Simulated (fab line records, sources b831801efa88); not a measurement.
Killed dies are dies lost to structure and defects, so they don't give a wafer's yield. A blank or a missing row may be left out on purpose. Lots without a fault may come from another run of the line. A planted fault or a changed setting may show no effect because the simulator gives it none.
Which tool did it? | flow gf180mcu | 7 lots, 19 wafers sampled, at 2 steps of a route of 602

WHAT THE GAUGES READ, wafer by wafer
GF_PSD_RS_MEAS_14: measures by four-point-probe.
lot  | measured     | on            | NSD_RS (ohm/sq)
L716 | day 14 21:21 | film_metro-01 | 46.15 45.96 46.07
L718 | day 15 14:20 | film_metro-03 | 46.05 46.02 46.23
L722 | day 16 20:58 | film_metro-01 | 46.13 45.99 45.97
L724 | day 17 13:44 | film_metro-02 | 46.17 46.25 46.19
L728 | day 18 19:41 | film_metro-01 | 46.03 46.03 45.94
L730 | day 20 00:56 | film_metro-03 | 43.53 46.12
L734 | day 21 01:50 | film_metro-03 | 43.60 46.07

WHICH TOOL RAN EACH LOT (tool, then ch and the chambers of the sampled wafers, then the start)
lot  | GF_PSD_RTA_13
L716 | rtp_anneal-01 ch 0, day 14 21:16
L718 | rtp_anneal-01 ch 0, day 15 14:15
L722 | rtp_anneal-01 ch 0, day 16 20:52
L724 | rtp_anneal-01 ch 0, day 17 13:39
L728 | rtp_anneal-01 ch 0, day 18 19:35
L730 | rtp_anneal-01 ch 0, day 20 00:51
L734 | rtp_anneal-01 ch 0, day 21 01:45
- GF_PSD_RTA_13: time 20 s.

THE ANSWER, worked out from the rows above alone
Rule: what is usual is taken from the lots themselves. Put in order of their means at a reading, lots are off if they are a third of the lots or fewer, leave a main group of 4 or more, and stand apart from it by a gap of 3 or more times the standard deviation of the main group's means; of several such gaps the widest counts. A main group whose means are all the same, to the digits that the tables above print for the reading, isn't used. A lot without any number at a reading at which 4 lots or more have one is off too. The other lots that the step has rows for count as sound.
Off: L730, L734, at GF_PSD_RS_MEAS_14 (NSD_RS). The main group: mean 46.08 ohm/sq, standard deviation 0.071.
A tool fits if, at a process step before that reading, it ran every lot that is off, and no sound lot after the first of them. The gauges at GF_PSD_RS_MEAS_14 are tried like those tools. Can't be told from this: 2 tools fit, rtp_anneal-01 at GF_PSD_RTA_13, film_metro-03 at GF_PSD_RS_MEAS_14.

WHAT THE SIMULATOR HAD PUT IN
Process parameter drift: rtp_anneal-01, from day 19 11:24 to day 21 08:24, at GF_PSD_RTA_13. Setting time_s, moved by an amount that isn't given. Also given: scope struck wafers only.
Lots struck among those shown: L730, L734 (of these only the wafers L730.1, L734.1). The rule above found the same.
